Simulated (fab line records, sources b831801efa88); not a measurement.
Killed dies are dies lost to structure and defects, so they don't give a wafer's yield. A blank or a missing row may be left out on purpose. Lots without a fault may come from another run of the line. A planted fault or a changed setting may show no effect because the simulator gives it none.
Which tool did it? | flow gf180mcu | 7 lots, 21 wafers sampled, at 2 steps of a route of 602

WHAT THE GAUGES READ, wafer by wafer
GF_HV_LDD_RS_MEAS_53: measures by four-point-probe.
lot  | measured     | on            | HV_LDD_RS (ohm/sq)
L306 | day 13 01:57 | film_metro-01 | 418.7 418.9 418.8
L308 | day 13 18:34 | film_metro-01 | 418.7 418.7 417.8
L310 | day 14 07:56 | film_metro-01 | 418.0 418.0 417.8
L313 | day 15 07:20 | film_metro-02 | 416.5 416.9 417.3
L315 | day 16 02:20 | film_metro-01 | 418.5 419.0 417.9
L323 | day 19 07:44 | film_metro-01 | 423.8 422.7 423.0
L325 | day 19 19:10 | film_metro-02 | 423.7 423.0 422.2

WHICH TOOL RAN EACH LOT (tool, then ch and the chambers of the sampled wafers, then the start)
lot  | GF_HV_LDD_IMPLANT_09
L306 | implanter-01 ch 0, day 10 15:22
L308 | implanter-03 ch 0, day 11 07:22
L310 | implanter-04 ch 0, day 11 18:46
L313 | implanter-03 ch 0, day 12 16:26
L315 | implanter-04 ch 0, day 13 09:34
L323 | implanter-01 ch 0, day 16 07:47
L325 | implanter-01 ch 0, day 16 18:16
- GF_HV_LDD_IMPLANT_09

THE ANSWER, worked out from the rows above alone
Rule: what is usual is taken from the lots themselves. Put in order of their means at a reading, lots are off if they are a third of the lots or fewer, leave a main group of 4 or more, and stand apart from it by a gap of 3 or more times the standard deviation of the main group's means; of several such gaps the widest counts. A main group whose means are all the same, to the digits that the tables above print for the reading, isn't used. A lot without any number at a reading at which 4 lots or more have one is off too. The other lots that the step has rows for count as sound.
Off: L323, L325, at GF_HV_LDD_RS_MEAS_53 (HV_LDD_RS). The main group: mean 418.1 ohm/sq, standard deviation 0.66.
A tool fits if, at a process step before that reading, it ran every lot that is off, and no sound lot after the first of them. The gauges at GF_HV_LDD_RS_MEAS_53 are tried like those tools. One fits: implanter-01 at GF_HV_LDD_IMPLANT_09. Its last sound lot is L306 (day 10 15:22), its first lot that is off L323 (day 16 07:47): a fault that began between those two fits.

WHAT THE SIMULATOR HAD PUT IN
Process parameter drift: implanter-01, from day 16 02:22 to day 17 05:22, at GF_HV_LDD_IMPLANT_09. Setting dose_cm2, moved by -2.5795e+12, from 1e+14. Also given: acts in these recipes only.
Lots struck among those shown: L323, L325. The rule above found the same.
